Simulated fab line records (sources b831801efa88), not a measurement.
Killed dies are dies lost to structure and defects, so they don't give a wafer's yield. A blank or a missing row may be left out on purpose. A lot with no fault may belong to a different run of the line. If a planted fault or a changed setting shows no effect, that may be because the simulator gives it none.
fab line records ; flow sfqLine ; part 2 of 2: steps 28 to 38 of 38
record lots=5; wafers=15; lastDay=79
route steps=325 shown M0@33 I0@43 M1@58
lots with no fault: from the same line, run without faults
startH: hours from the record's opening day to when the first of the lot's shown wafers began ; waitH: hours elapsed since this lot's preceding step ; " the same as in the row above ; L1.1+2: several wafers, shown together as one row ; - no value present, or no start provided ; * or withheld: withheld ; < > ~ a bound
route shown NAME@n: NAME is a module with steps in the file, n the number in the route of the first one ; usual: average and standard deviation across the fault-free wafers ; same: alike in all rows ; chamber/n: place in a boat ; sites: per-site readings ; _std_site: standard deviation across them ; _edge_site: inner sites' mean taken away from outer sites' mean ; radiusMm: for every site, how far away it sits from the centre of the wafer ; mask NAME#n: copy n ; behind: the most recent tool/chamber to have shaped the wafer ; hold: why the lot was held/for how many hours/how that ended ; device: the n, p or np transistor that did not switch ; end of line: tests of these same wafers at the route's end ; for a step that has no rows: nothing shown but its recipe ; killed: dies lost to structure and defects at the first sort, not the wafer's yield ; map: shows each die of a wafer: x if killed, . if not, _ if none is there
set.NAME: the setting as run; set.NAME@STEP: as run at that earlier step ; model.NAME: the simulator's own value behind a step, which no gauge read
lots at some steps of the route; a table a step, a row a wafer
services: when a tool's chamber went out of use (startH, in hours from the record's first day, below 0 if earlier), for how many hours, and the reason
## steps
# step SFQ_M1_RS_MEAS_909
# recipe thkMeasGauge=four-point-probe; reads=Nb_of_TRILAYER_M1_DEP_SPUTTER_037
# usual M1_NB_RS=0.887/0.011
lot.wafer;tool;chamber;startH;waitH;M1_NB_RS[ohm/sq]
L074.1;filmMetro-01;-;291.91;0.0;0.881
L074.4;filmMetro-01;-;291.91;0.0;0.896
L074.5;filmMetro-01;-;291.91;0.0;0.892
L078.2;filmMetro-01;-;339.48;0.1;0.882
L078.5;filmMetro-01;-;339.48;0.1;0.882
L078.6;filmMetro-01;-;339.48;0.1;0.889
L083.3;filmMetro-02;-;372.92;0.1;0.887
L083.4;filmMetro-02;-;372.92;0.1;0.889
L083.6;filmMetro-02;-;372.92;0.1;0.888
L084.3;filmMetro-01;-;530.67;0.1;0.883
L084.5;filmMetro-01;-;530.67;0.1;0.876
L084.6;filmMetro-01;-;530.67;0.1;0.877
L091.3;filmMetro-01;-;587.20;0.1;0.887
L091.4;filmMetro-01;-;587.20;0.1;0.886
L091.6;filmMetro-01;-;587.20;0.1;0.885
# step SFQ_TRILAYER_M1_LITHO_COAT_044
# recipe resist=BARC; spinRpm=3000; resistThkNm=62
lot.wafer;tool;chamber;startH;waitH
L074.1+4+5;lithoTrack-04;0;292.09;0.1
L078.2+5+6;lithoTrack-03;0;339.69;0.1
L083.3+4+6;lithoTrack-02;0;373.16;0.1
L084.3+5+6;lithoTrack-04;0;530.91;0.1
L091.3+4+6;lithoTrack-02;0;587.44;0.1
# step SFQ_TRILAYER_M1_LITHO_COAT_039
# recipe resist=KrF; spinRpm=3000; resistThkNm=600
lot.wafer;tool;chamber;startH;waitH
L074.1+4+5;lithoTrack-04;0;292.39;0.2
L078.2+5+6;lithoTrack-03;0;339.99;0.2
L083.3+4+6;lithoTrack-02;0;373.46;0.2
L084.3+5+6;lithoTrack-04;0;531.21;0.2
L091.3+4+6;lithoTrack-02;0;587.74;0.2
# step SFQ_TRILAYER_M1_LITHO_SOFTBAKE_043
# recipe tempC=withheld; timeS=withheld; resist=KrF
lot.wafer;tool;chamber;startH;waitH
L074.1+4+5;lithoTrack-04;0;292.69;0.2
L078.2+5+6;lithoTrack-03;0;340.26;0.2
L083.3+4+6;lithoTrack-02;0;373.71;0.2
L084.3+5+6;lithoTrack-04;0;531.46;0.2
L091.3+4+6;lithoTrack-02;0;587.99;0.2
# step SFQ_TRILAYER_M1_LITHO_EXPOSE_040
# recipe maskId=M1; na=0.6; sourceShape=conventional; sigmaOuter=0.65; targetCdNm=500; doseMj=14.4
# usual focusOffsetNm=0.0/0.53
# same sigmaOuter=0.65
lot.wafer;tool;chamber;startH;waitH;mask;focusOffsetNm
L074.1;krfScanner-01;0;422.02;-;M1#0;0.4
L074.4;krfScanner-01;0;422.02;-;M1#0;0.0
L074.5;krfScanner-01;0;422.02;-;M1#0;0.0
L078.2;krfScanner-02;0;486.12;-;M1#0;-0.3
L078.5;krfScanner-02;0;486.12;-;M1#0;0.1
L078.6;krfScanner-02;0;486.12;-;M1#0;0.1
L083.3;krfScanner-02;0;522.12;-;M1#0;0.3
L083.4;krfScanner-02;0;522.12;-;M1#0;-0.1
L083.6;krfScanner-02;0;522.12;-;M1#0;1.4
L084.3;krfScanner-02;0;531.96;-;M1#0;-0.6
L084.5;krfScanner-02;0;531.96;-;M1#0;0.4
L084.6;krfScanner-02;0;531.96;-;M1#0;0.4
L091.3;krfScanner-01;0;743.55;-;M1#0;0.4
L091.4;krfScanner-01;0;743.55;-;M1#0;-0.6
L091.6;krfScanner-01;0;743.55;-;M1#0;-0.1
# step SFQ_TRILAYER_M1_LITHO_PEB_042
# recipe pebTempC=115; pebTimeS=60; resist=KrF
lot.wafer;tool;chamber;startH;waitH
L074.1+4+5;lithoTrack-04;0;423.22;1.0
L078.2+5+6;lithoTrack-02;0;487.15;0.8
L083.3+4+6;lithoTrack-03;0;522.97;0.7
L084.3+5+6;lithoTrack-04;0;532.81;0.7
L091.3+4+6;lithoTrack-04;0;744.40;0.7
# step SFQ_TRILAYER_M1_LITHO_DEVELOP_041
# recipe timeS=60; resist=KrF
lot.wafer;tool;chamber;startH;waitH
L074.1+4+5;lithoTrack-04;0;423.37;0.1
L078.2+5+6;lithoTrack-02;0;487.30;0.1
L083.3+4+6;lithoTrack-03;0;523.12;0.1
L084.3+5+6;lithoTrack-04;0;532.96;0.1
L091.3+4+6;lithoTrack-04;0;744.55;0.1
# step SFQ_M1_OVL_MEAS_911
# usual M1_OVL=0/6.2
lot.wafer;tool;chamber;startH;waitH;M1_OVL[nm]
L074.1;overlay-01;-;423.52;0.1;6
L074.4;overlay-01;-;423.52;0.1;5
L074.5;overlay-01;-;423.52;0.1;-2
L078.2;overlay-01;-;487.43;0.1;13
L078.5;overlay-01;-;487.43;0.1;3
L078.6;overlay-01;-;487.43;0.1;14
L083.3;overlay-01;-;523.24;0.1;4
L083.4;overlay-01;-;523.24;0.1;-7
L083.6;overlay-01;-;523.24;0.1;-9
L084.3;overlay-02;-;533.08;0.1;4
L084.5;overlay-02;-;533.08;0.1;-2
L084.6;overlay-02;-;533.08;0.1;-1
L091.3;overlay-01;-;744.66;0.1;-11
L091.4;overlay-01;-;744.66;0.1;2
L091.6;overlay-01;-;744.66;0.1;4
# step SFQ_TRILAYER_M1_BARC_OPEN_METAL_ETCH_054
# recipe maskMaterial=PR; chemistry=O2; targetDepthNm=125; target=BARC; icpW=600; biasW=80; pressureMtorr=10; timeS=41.7
# usual drypumpMotorCurrentA=6.0/0.57; oesProductAu=0.684/0.0047
lot.wafer;tool;chamber;startH;waitH;drypumpMotorCurrentA;oesProductAu;rfHoursCounterH
L074.1;rieMetal-04;0;423.56;0.0;5.7;0.683;170
L074.4;rieMetal-04;1;423.56;0.0;4.8;0.686;-
L074.5;rieMetal-04;1;423.56;0.0;4.8;0.684;-
L078.2;rieMetal-02;1;487.46;0.0;6.3;0.684;148
L078.5;rieMetal-02;0;487.46;0.0;6.6;0.687;-
L078.6;rieMetal-02;1;487.46;0.0;6.3;0.689;-
L083.3;rieMetal-01;0;523.28;0.0;5.4;0.691;-
L083.4;rieMetal-01;1;523.28;0.0;6.3;0.679;-
L083.6;rieMetal-01;0;523.28;0.0;5.3;0.675;-
L084.3;rieMetal-01;0;533.12;0.0;5.3;0.686;-
L084.5;rieMetal-01;1;533.12;0.0;6.3;0.689;-
L084.6;rieMetal-01;0;533.12;0.0;5.3;0.683;-
L091.3;rieMetal-04;0;744.70;0.0;5.6;0.678;-
L091.4;rieMetal-04;1;744.70;0.0;4.7;0.686;-
L091.6;rieMetal-04;0;744.70;0.0;5.7;0.688;-
# step SFQ_TRILAYER_M1_ETCH_METAL_ETCH_042
# recipe target=Nb; stopOn=SiO2; maskMaterial=PR; chemistry=Cl2/Ar; targetDepthNm=240; icpW=600; biasW=80; pressureMtorr=10; timeS=120
# usual drypumpMotorCurrentA=6.0/0.57; oesProductAu=0.896/0.0071
lot.wafer;tool;chamber;startH;waitH;drypumpMotorCurrentA;oesProductAu;rfHoursCounterH
L074.1;rieMetal-04;0;423.62;0.0;5.7;0.903;171
L074.4;rieMetal-04;1;423.62;0.0;4.8;0.890;-
L074.5;rieMetal-04;1;423.62;0.0;4.8;0.896;-
L078.2;rieMetal-02;1;487.52;0.0;6.3;0.895;148
L078.5;rieMetal-02;0;487.52;0.0;6.6;0.896;-
L078.6;rieMetal-02;1;487.52;0.0;6.3;0.893;-
L083.3;rieMetal-01;0;523.36;0.1;5.3;0.899;-
L083.4;rieMetal-01;1;523.36;0.1;6.3;0.894;-
L083.6;rieMetal-01;0;523.36;0.1;5.3;0.898;-
L084.3;rieMetal-01;0;533.20;0.1;5.3;0.900;-
L084.5;rieMetal-01;1;533.20;0.1;6.3;0.904;-
L084.6;rieMetal-01;0;533.20;0.1;5.3;0.899;-
L091.3;rieMetal-04;0;744.78;0.1;5.7;0.907;-
L091.4;rieMetal-04;1;744.78;0.1;4.8;0.900;-
L091.6;rieMetal-04;0;744.78;0.1;5.6;0.899;-
# step SFQ_TRILAYER_M1_STRIP_STRIP_043
# recipe gas=O2; powerW=200; platenTempC=40; overashFraction=0.65; chemistry=O2; pressureMtorr=50
# usual drypumpMotorCurrentA=6.0/0.57; oesProductAu=1.001/0.0079; platenTempC=40.01/0.11
lot.wafer;tool;chamber;startH;waitH;drypumpMotorCurrentA;oesProductAu;platenTempC;rfHoursCounterH
L074.1;rieMetal-04;0;423.74;0.1;5.6;0.989;40.20;171
L074.4;rieMetal-04;1;423.74;0.1;4.8;1.008;40.12;-
L074.5;rieMetal-04;1;423.74;0.1;4.7;1.011;40.17;-
L078.2;rieMetal-02;1;487.65;0.1;6.3;0.996;40.09;148
L078.5;rieMetal-02;0;487.65;0.1;6.5;0.997;39.83;-
L078.6;rieMetal-02;1;487.65;0.1;6.3;1.004;40.09;-
L083.3;rieMetal-01;0;523.65;0.2;5.3;1.004;39.97;-
L083.4;rieMetal-01;1;523.65;0.2;6.3;1.007;39.92;-
L083.6;rieMetal-01;0;523.65;0.2;5.3;1.017;40.26;-
L084.3;rieMetal-01;0;533.48;0.2;5.3;1.003;40.01;-
L084.5;rieMetal-01;1;533.48;0.2;6.3;0.993;40.13;-
L084.6;rieMetal-01;0;533.48;0.2;5.3;1.014;39.92;-
L091.3;rieMetal-04;0;745.07;0.2;5.6;1.012;40.20;-
L091.4;rieMetal-04;1;745.07;0.2;4.8;1.004;40.00;-
L091.6;rieMetal-04;0;745.07;0.2;5.6;0.997;40.16;-
## services
tool;chamber;startH;hours;kind
krfScanner-02;-;150.70;8.7;repair
krfScanner-02;-;182.05;1.0;pm
krfScanner-02;-;196.66;0.4;repair
rieMetal-04;-;213.85;2.8;pm
krfScanner-02;-;216.44;1.3;pm
krfScanner-02;-;217.74;1.7;repair
krfScanner-02;-;278.85;0.8;pm
krfScanner-02;-;328.93;4.4;pm
rieMetal-04;-;342.37;1.3;repair
krfScanner-02;-;350.96;1.0;pm
krfScanner-02;-;391.90;1.3;pm
krfScanner-02;-;420.76;2.5;repair
krfScanner-02;-;447.35;0.8;pm
krfScanner-02;-;462.67;6.6;repair
krfScanner-02;-;473.44;1.7;repair
krfScanner-02;-;520.72;1.0;pm
krfScanner-02;-;567.43;1.3;pm
rieMetal-04;1;579.05;1.0;repair
krfScanner-02;-;616.97;0.8;pm
krfScanner-02;-;620.57;6.7;repair
rieMetal-04;0;669.49;9.3;repair
krfScanner-02;-;689.02;1.0;pm
rieMetal-04;-;701.51;0.7;repair
krfScanner-02;-;743.33;1.3;pm
